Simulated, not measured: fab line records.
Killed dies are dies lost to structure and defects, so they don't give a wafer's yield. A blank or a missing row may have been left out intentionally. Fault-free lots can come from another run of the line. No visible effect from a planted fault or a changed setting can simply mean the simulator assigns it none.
A struck lot beside a sound one :: flow gf180mcu :: 14 steps out of a route of 602
Sound: the wafers L555.1, L555.2, L555.6. Wafers L562.1, L562.4, L562.5 were the ones struck. At the end, the cause is stated.
Each step with rows lists, per side, the tool, then ch with its chambers, then its first start. Under that, the readings that differ: sound wafers :: struck wafers :: difference of the means :: sigmas: that difference in standard deviations of wafers without a fault.
alike: readings with means less than 2 such deviations apart, plus words and numbers identical on both sides. not compared: withheld readings, readings lacking a value on some wafer, bounds such as >300 that could conceal the same value, and numbers that have no deviation in the record and whose values overlap.
A row with sigmas, a row that says differs or no value, or rows on one side alone: a step with any of these is where the two part. When numbers do not overlap yet have no deviation, they are printed without sigmas and do not part them. A reading that every wafer of one side lacks parts them only if that side has two wafers or more.

GF_VT_IMPLANT_RS_MEAS_47: uses a four-point probe to measure.
  sound on film_metro-02 at day 7 17:00; struck on film_metro-02 at day 9 10:02
  alike: NWELL_RS
GF_VT_IMPLANT_RS_MEAS_48: uses a four-point probe to measure.
  sound on film_metro-02 at day 7 17:07; struck on film_metro-02 at day 9 10:09
  alike: LVPWELL_RS
GF_VT_IMPLANT_RS_MEAS_49: uses a four-point probe to measure.
  sound on film_metro-02 at day 7 17:14; struck on film_metro-02 at day 9 10:16
  alike: MVPSD_RS
then, 4 steps without rows for these wafers: GF_VT_IMPLANT_WET_ETCH_50 (etches SiO2 in dHF, target depth 20 nm, time 400 s); GF_DUAL_GATE_CLEAN_00 (cleans in SC1/SC2, time 150 s); GF_DUAL_GATE_CLEAN_01 (cleans in dHF, time 20 s); GF_DUAL_GATE_OXIDATION_02 (stabilise 600 s, purge 300 s, target thk 10.887 nm).
GF_DUAL_GATE_THK_MEAS_03:
  sound on film_metro-02 at day 7 20:05; struck on film_metro-01 at day 9 12:14
  alike: DUAL_GATE_OXIDATION_00_THK
then, 4 steps without rows for these wafers: GF_DUAL_GATE_DEHYDRATE_04 (time 60 s); GF_DUAL_GATE_HMDS_05 (prime time 60 s); GF_DUAL_GATE_COAT_06 (resist thk 1000 nm); GF_DUAL_GATE_SOFTBAKE_07 (time 60 s).
GF_DUAL_GATE_EXPOSE_08: exposes mask Dualgate, target cd 700 nm.
  struck on iline_stepper-02, day 9 20:29; sound on iline_stepper-01 ch 0, day 8 03:08
  no value came back on the struck wafers for exposure_dose_mJ_cm2, focus_offset_nm (nm), na; on the sound wafers exposure_dose_mJ_cm2 reads 139.93 140.12 139.95
  alike: mask
next, for these wafers, 1 step has no rows: GF_DUAL_GATE_PEB_09.

## WHERE THEY PART
Within this record, at GF_DUAL_GATE_EXPOSE_08 only.

WHY: what had been put in by the simulator
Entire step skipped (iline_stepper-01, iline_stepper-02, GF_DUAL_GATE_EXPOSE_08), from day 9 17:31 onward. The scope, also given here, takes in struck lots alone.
